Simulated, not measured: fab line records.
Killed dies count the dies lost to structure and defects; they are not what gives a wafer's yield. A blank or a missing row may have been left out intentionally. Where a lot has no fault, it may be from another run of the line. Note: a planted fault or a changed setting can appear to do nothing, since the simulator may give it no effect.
Chamber matching    flow gf180mcu    GF_V1_CMP_04 on cmp-02 has 4 sister chambers
The step polishes SiO2. 4 wafers are shown with their chamber, then 10 later ones without.

EACH WAFER AND ITS CHAMBER
wafer   chamber  motor_current_A (A)
L080.6  2        11.4
L089.6  3        13.8
L090.2  1        11.4
L090.3  0        14.3

WAFERS WITH NO CHAMBER GIVEN
wafer   motor_current_A (A)
L090.5  13.3
L093.4  13.0
L093.5  11.8
L093.6  13.8
L095.2  11.3
L095.4  13.4
L095.5  11.8
L097.3  13.6
L097.4  11.6
L097.5  11.7

WHICH CHAMBER EACH WENT THROUGH
wafer   from the rows above      in truth
L090.5  can't be placed: 3 or 0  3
L093.4  can't be placed: 3 or 0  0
L093.5  can't be placed: 1 or 2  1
L093.6  can't be placed: 3 or 0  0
L095.2  can't be placed: 1 or 2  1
L095.4  can't be placed: 3 or 0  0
L095.5  can't be placed: 1 or 2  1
L097.3  can't be placed: 3 or 0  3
L097.4  can't be placed: 1 or 2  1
L097.5  can't be placed: 1 or 2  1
Correctly placed: 0 of 10. Can't be placed from these rows: 10 (the true chamber is among the candidates in 10). 0 placed wrongly.
How it was worked out, from the rows above alone: a wafer's distance from a chamber is the root of the sum, over the readings, of the square of ((its reading less the chamber's mean) divided by the reading's scatter). If the next closest chamber is less than 2 further off than the closest, the wafer can't be placed; otherwise it belongs to the closest. A chamber's mean is the mean of its shown wafers. The scatter: with one shown wafer a chamber, the root of the mean of the squares of how far each hidden wafer lies from its nearest shown one.
